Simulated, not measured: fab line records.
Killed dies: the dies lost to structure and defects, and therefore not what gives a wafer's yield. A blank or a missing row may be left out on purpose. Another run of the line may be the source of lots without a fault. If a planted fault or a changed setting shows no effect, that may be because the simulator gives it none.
Matching of chambers -- flow sfq_line -- SFQ_TRILAYER_A5B_CMP_CMP_130 on cmp-02: 4 sister chambers
The step polishes, stops on Nb, target thk 340.7 nm. 8 wafers are shown with their chamber, then 8 later ones without.

== WAFERS PAIRED WITH THEIR CHAMBERS ==
wafer,chamber,motor_current_A (A)
L816.3,3,9.2
L821.4,2,9.4
L822.2,1,11.9
L822.4,3,9.4
L825.3,1,11.9
L825.4,2,9.0
L825.5,0,10.3
L831.1,0,9.7

== WAFERS WITHOUT THEIR CHAMBER ==
wafer,motor_current_A (A)
L831.3,11.2
L831.4,9.4
L832.1,9.1
L832.3,9.3
L832.4,11.3
L836.1,10.4
L836.3,11.7
L836.5,9.9

== THE CHAMBER EACH PASSED THROUGH ==
wafer,from the rows above,in truth
L831.3,can't be placed: 1 or 0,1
L831.4,can't be placed: 3 or 2 or 0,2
L832.1,can't be placed: 2 or 3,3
L832.3,can't be placed: 3 or 2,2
L832.4,1,1
L836.1,0,0
L836.3,1,1
L836.5,can't be placed: 0 or 3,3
Correct placement for 3 of the 8. Not placeable from these rows: 5 (in 5, the candidates include the true chamber). Wrongly placed: 0.
How it was worked out, from the rows above alone: a wafer's distance from a chamber is the root of the sum, over the readings, of the square of ((its reading less the chamber's mean) divided by the reading's scatter). The wafer belongs to the nearest chamber; if the next one is less than 2 further off, it can't be placed. Each chamber's mean is taken over the wafers shown for it. The scatter: the root of (the sum of the squares of (reading less its chamber's mean) over the shown wafers, divided by (wafers less chambers)).
